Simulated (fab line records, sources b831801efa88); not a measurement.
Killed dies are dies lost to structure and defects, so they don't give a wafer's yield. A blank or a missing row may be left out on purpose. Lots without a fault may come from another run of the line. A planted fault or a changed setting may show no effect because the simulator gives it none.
Problem report in the 8D (eight disciplines) form, filled by code | flow sky130 | the parts of the form that need people (team, actions taken, sign-off) are left out

1. THE PROBLEM
oes_product_au at SKY_VIA1_ETCH_15 reads a mean of 0.832 a.u. on 9 wafers of 3 lots; wafers without a fault read 0.981 a.u. with a standard deviation of 0.0054. That is -28 standard deviations from the usual mean.
The step: etches SiO2 in C4F8/O2/Ar, stops on TiN, target depth 351 nm, time 54 s.
First seen on wafer L931.1, day 36 07:02, on rie_diel-04. The record holds 33 wafers of 11 lots with a number at this step. Rule for "out", or "out of limits": more than 4 standard deviations from the usual mean. The other wafers with a number count as sound.

2. WHAT IT IS AND WHAT IT IS NOT
question                    | is                       | is not
which readings at this step | oes_product_au           | chamber_pressure_mTorr, rf_fwd_power_W
which lots                  | L931, L932, L935         | L925, L926, L927, L928, L941, L942, L944, L946
which wafers of those lots  | all that have a number   | -
read on which tools         | rie_diel-02, rie_diel-04 | rie_diel-03
when                        | from day 36 07:02        | up to then (12 sound wafers); but 12 sound wafers of L941, L942, L944, L946 came after

3. SUSPECTS, AND WHAT RULES EACH OUT
Counting: a tool at a process step up to the reading stays a suspect if it ran every lot that is out and no sound lot after the first of them.
- cmp-01 at SKY_VIA1_CMP_02 (polishes SiO2): ruled out as a lasting fault. Sound lots L942, L944 ran on it after its first lot that is out, L931 (day 35 04:22).
Left after counting: nothing in the record.

4. THE CAUSE (what the simulator had put in)
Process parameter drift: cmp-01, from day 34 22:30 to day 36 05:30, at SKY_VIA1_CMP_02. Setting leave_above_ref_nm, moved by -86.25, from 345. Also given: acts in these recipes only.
Counting ruled it out, wrongly: the rule takes a fault to strike every lot that its tool runs from its start on, and this one did not.

5. THE CHAIN OF EFFECTS, in route order
Each row: a reading whose mean over the struck wafers that have a number lies more than 3 standard deviations from the usual. Only readings for which the record gives a usual standard deviation are gone through. hours: the time from each lot's start at the first step in this table that gives one to its start at this step, as a median over the lots. sigmas: the change in usual standard deviations.
hours | step             | reading        | usual      | on struck wafers | change | sigmas
0     | SKY_VIA1_ETCH_15 | oes_product_au | 0.981 a.u. | 0.832            | -0.149 | -28
The process steps in it:
- SKY_VIA1_ETCH_15: etches SiO2 in C4F8/O2/Ar, stops on TiN, target depth 351 nm, time 54 s.

6. WHAT WOULD HAVE CAUGHT IT SOONER
In this record the first reading out of limits was taken at day 36 07:02, 33 hours after the fault began at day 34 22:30.
Of the tool readings at SKY_VIA1_CMP_02 for which the record gives a usual standard deviation, none was out on any struck wafer, so an alarm limit of 4 standard deviations on them would not have fired.
